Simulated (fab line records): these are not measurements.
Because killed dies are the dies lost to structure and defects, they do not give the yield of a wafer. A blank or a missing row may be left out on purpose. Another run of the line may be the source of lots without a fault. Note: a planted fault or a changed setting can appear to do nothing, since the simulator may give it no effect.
Comparing a struck lot with a sound one	flow sky130	30 out of 708 route steps
Sound: these wafers, L867.1, L867.2, L867.3. Struck: wafer L865.2. (L865.1, L865.6 of the same lot were not struck and are left out.) The cause comes at the end.
Per side, at each step with rows, come the tool, then ch with its chambers, and then its first start. Under that, the readings that differ: sound wafers	struck wafers	difference of the means	sigmas: that difference in standard deviations of wafers without a fault.
alike: readings whose means differ by less than 2 such deviations, and words and numbers that are the same on both sides. not compared: withheld readings, readings that some wafer has no value for, bounds like >300 that may hide the same value, and numbers for which the record gives no deviation and whose values overlap.
The two part at a step that has a row with sigmas, a row that says differs or no value, or rows on one side only. Numbers that have no deviation but don't overlap get no sigmas and don't part them. A reading missing from all wafers of one side parts the sides only when that side holds two or more wafers.

SKY_LI_CONTACT_OVL_MEAS_13:
  sound on overlay-02, day 34 01:29; struck on overlay-01, day 33 01:25
  alike: LI_CONTACT_OVL
SKY_LI_CONTACT_ETCH_14: etches BARC in N2/H2, stops on SiO2, time 45.9 s, target depth 60 nm.
  sound on rie_diel-02 ch 0,1,2, day 34 01:31; struck on rie_diel-01 ch 1, day 33 01:27
reading	sound	struck	difference	sigmas
oes_product_au (a.u.)	0.856 0.849 0.848	0.861	+0.010	+2
rf_hours_counter_h (h)	10 2 15	21	+12	
  alike: drypump_motor_current_A, throttle_valve_pct
then, 4 steps without rows for these wafers: SKY_LI_CONTACT_ETCH_15 (etches PSG in C4F8/O2/Ar, stops on Si, target depth 600 nm); SKY_LI_CONTACT_STRIP_16 (strips in O2/N2); SKY_LI_CONTACT_CLEAN_17 (cleans in NMP, time 600 s); SKY_LI_CONTACT_PRE_CLEAN_18 (time 5.6 s).
SKY_LI_CONTACT_SPUTTER_19: material Ti, target thk 20 nm, time 106.37 s.
  sound on pvd_sputter-01, day 34 01:57; struck on pvd_sputter-04, day 33 01:52
  alike: throttle_valve_pct
then, 1 step without rows for these wafers: SKY_LI_CONTACT_SPUTTER_20 (material TiN, target thk 20 nm, time 80 s).
SKY_LI_CONTACT_CVD_21: deposits W, target thk 400 nm, time 120.56 s.
  sound on cvd_w-02 ch 0,1, day 34 02:05; struck on cvd_w-01 ch 0, day 33 02:01
  alike: heater_power_w
SKY_LI_CONTACT_RS_MEAS_22: a four-point-probe measurement.
  sound on film_metro-02, day 34 02:13; struck on film_metro-02, day 33 02:08
  alike: LI_CONTACT_W_RS
SKY_LI_CONTACT_THK_MEAS_23: measures by xrf.
  sound on film_metro-02, day 34 02:20; struck on film_metro-02, day 33 02:15
  alike: LI_CONTACT_W_THK
SKY_LI_CONTACT_CMP_24: polishes, stops on PSG, t overpolish 20 s, target thk 0 nm.
  sound on cmp-02 ch 0,2,3, day 34 02:26; struck on cmp-01 ch 0, day 33 02:19
  alike: motor_current_A, overpolish_run_s, time_to_endpoint_s
SKY_LOCAL_INTERCONNECT_SPUTTER_00: material TiN, target thk 100 nm, time 83.3 s.
  sound on pvd_sputter-01, day 34 02:41; struck on pvd_sputter-02, day 33 02:37
reading	sound	struck	difference	sigmas
model.TiN_of_LOCAL_INTERCONNECT_SPUTTER_00.thk_nm (nm)	101.1 100.8 100.6	141.6	+40.8	
  alike: throttle_valve_pct
SKY_LOCAL_INTERCONNECT_RS_MEAS_01: a four-point-probe measurement.
  sound on film_metro-02, day 34 02:45; struck on film_metro-01, day 33 02:41
reading	sound	struck	difference	sigmas
LOCAL_INTERCONNECT_TIN_RS (ohm/sq)	13.97 13.99 14.03	9.84	-4.16	-28
SKY_LOCAL_INTERCONNECT_THK_MEAS_02: measures by xrf.
  sound on film_metro-02, day 34 02:52; struck on film_metro-01, day 33 02:48
reading	sound	struck	difference	sigmas
LOCAL_INTERCONNECT_TIN_THK (nm)	102.3 102.2 102.0	141.7	+39.5	+36
then, 8 steps without rows for these wafers: SKY_LOCAL_INTERCONNECT_DEHYDRATE_03 (time 60 s); SKY_LOCAL_INTERCONNECT_HMDS_04 (prime time 60 s); SKY_LOCAL_INTERCONNECT_COAT_05 (resist thk 60 nm); SKY_LOCAL_INTERCONNECT_COAT_06 (resist thk 450 nm); SKY_LOCAL_INTERCONNECT_SOFTBAKE_07 (time 90 s); SKY_LOCAL_INTERCONNECT_EXPOSE_08 (exposes mask LI1M, target cd 170 nm); SKY_LOCAL_INTERCONNECT_PEB_09; SKY_LOCAL_INTERCONNECT_DEVELOP_10 (develop time 60 s).
SKY_LOCAL_INTERCONNECT_CD_MEAS_11 targets a cd of 170 nm.
  sound on cd_sem-02, day 35 05:52; struck on cd_sem-02, day 34 04:55
  alike: cd_nm
SKY_LOCAL_INTERCONNECT_OVL_MEAS_12:
  sound on overlay-02, day 35 05:59; struck on overlay-02, day 34 05:02
  alike: LOCAL_INTERCONNECT_OVL
SKY_LOCAL_INTERCONNECT_ETCH_13: etches BARC in N2/H2, stops on SiO2, time 45.9 s, target depth 60 nm.
  sound on rie_metal-02 ch 0,1, day 35 06:01; struck on rie_metal-04 ch 0, day 34 05:04
  alike: drypump_motor_current_A, oes_product_au, throttle_valve_pct
  not compared: rf_hours_counter_h
SKY_LOCAL_INTERCONNECT_METAL_ETCH_14: etches TiN in Cl2/BCl3, stops on PSG, target depth 110 nm, time 31.4 s.
  sound on rie_metal-02 ch 0,1, day 35 06:05; struck on rie_metal-04 ch 0, day 34 05:08
reading	sound	struck	difference	sigmas
oes_product_au (a.u.)	0.946 0.942 0.936	0.998	+0.057	+8
throttle_valve_pct (%)	21.909 21.894 21.895	21.872	-0.027	-3
  alike: drypump_motor_current_A
  not compared: rf_hours_counter_h
then, 1 step without rows for these wafers: SKY_LOCAL_INTERCONNECT_STRIP_15 (strips in O2/N2).
SKY_LOCAL_INTERCONNECT_STRIP_16: strips in post etch residue remover, time 1200 s.
  sound on wet_bench-02 ch 1, day 35 06:14; struck on wet_bench-01 ch 0, day 34 05:17
reading	sound	struck	difference	sigmas
model.TiN_of_LOCAL_INTERCONNECT_SPUTTER_00.thk_nm (nm)	100.7 100.4 100.2	141.1	+40.7	
then, 1 step without rows for these wafers: SKY_LOCAL_INTERCONNECT_CLEAN_17 (cleans in IPA, time 180 s).

WHERE THEY PART
At SKY_LI_CONTACT_ETCH_14 first; at SKY_LOCAL_INTERCONNECT_METAL_ETCH_14 last (within this record only).

WHY: the cause the simulator had injected
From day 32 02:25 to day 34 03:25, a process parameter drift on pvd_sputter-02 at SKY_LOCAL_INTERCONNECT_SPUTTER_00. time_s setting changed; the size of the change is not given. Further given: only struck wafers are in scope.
